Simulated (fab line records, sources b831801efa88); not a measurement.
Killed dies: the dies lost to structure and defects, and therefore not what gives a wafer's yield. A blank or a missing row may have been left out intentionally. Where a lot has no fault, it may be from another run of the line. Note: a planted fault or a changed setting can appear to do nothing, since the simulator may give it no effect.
Matching of chambers -- flow gf180mcu -- GF_V2_CVD_02 on pecvd-01: 3 sister chambers
The step deposits SiO2 from TEOS, target thk 850 nm, time 94.851 s. 6 wafers are shown with their chamber, then 7 later ones without.

## EACH WAFER AND ITS CHAMBER
wafer,chamber,heater power w (W)
L708.2,2,654
L708.5,1,550
L709.4,1,554
L709.5,2,737
L712.3,0,824
L712.4,0,880

## WAFERS WHOSE CHAMBER IS MISSING
wafer,heater power w (W)
L712.5,625
L713.1,749
L713.3,579
L713.4,835
L716.1,631
L716.4,929
L716.6,631

## WHICH CHAMBER EACH ONE RAN IN
wafer,from the rows above,in truth
L712.5,can't be placed: 2 or 1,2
L713.1,can't be placed: 2 or 0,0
L713.3,1,1
L713.4,0,0
L716.1,can't be placed: 2 or 1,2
L716.4,0,0
L716.6,can't be placed: 2 or 1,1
Correct placement for 3 of the 7. Unplaceable from these rows: 4, with the true chamber sitting among the candidates in 4. 0 placed wrongly.
How it was worked out, from the rows above alone: a wafer's distance from a chamber is the root of the sum, over the readings, of the square of ((its reading less the chamber's mean) divided by the reading's scatter). The wafer belongs to the nearest chamber; if the next one is less than 2 further off, it can't be placed. For every chamber, the mean is computed from those of its wafers that are shown. How the scatter is found: for the shown wafers, subtract from each reading the mean of its chamber, square and add these, divide the total by (wafers less chambers), then take the root.
